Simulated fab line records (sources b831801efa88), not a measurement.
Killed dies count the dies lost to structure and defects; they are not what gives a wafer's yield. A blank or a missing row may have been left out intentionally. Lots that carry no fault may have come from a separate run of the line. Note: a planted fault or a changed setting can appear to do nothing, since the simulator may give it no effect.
Which of the tools did it? | flow sky130 | at 1 step of a route of 708, 6 lots with 18 wafers sampled

## WHAT THE GAUGES SHOWED, per wafer
SKY_SD_N_TW_MEAS_12.
lot  | measured     | on            | SD_N_TW
L419 | day 28 17:50 | film-metro-02 | 3965 4000 3969
L422 | day 29 17:36 | film-metro-02 | 3950 3965 3959
L424 | day 30 10:26 | film-metro-02 | 4005 4004 3992
L427 | day 31 10:17 | film-metro-02 | 4004 4003 3986
L433 | day 33 08:14 | film-metro-04 | 4017 3998 4020
L440 | day 35 18:00 | film-metro-03 | 3963 3977 3970

## WHICH TOOL RAN EACH LOT (tool, then ch and the chambers of the sampled wafers, then the start)
Before these readings, the record contains no process step.

## THE ANSWER, worked out from the rows above alone
Rule: the usual values come from the lots themselves. Put in order of their means at a reading, lots are off if they are a third of the lots or fewer, leave a main group of 4 or more, and stand apart from it by a gap of 3 or more times the standard deviation of the main group's means; of several such gaps the widest counts. A main group whose means are all the same, to the digits that the tables above print for the reading, isn't used. A lot without any number at a reading at which 4 lots or more have one is off too. The other lots that the step has rows for count as sound.
No lot is off at any reading shown: from this, nothing can be told.

## WHAT HAD BEEN PUT IN BY THE SIMULATOR
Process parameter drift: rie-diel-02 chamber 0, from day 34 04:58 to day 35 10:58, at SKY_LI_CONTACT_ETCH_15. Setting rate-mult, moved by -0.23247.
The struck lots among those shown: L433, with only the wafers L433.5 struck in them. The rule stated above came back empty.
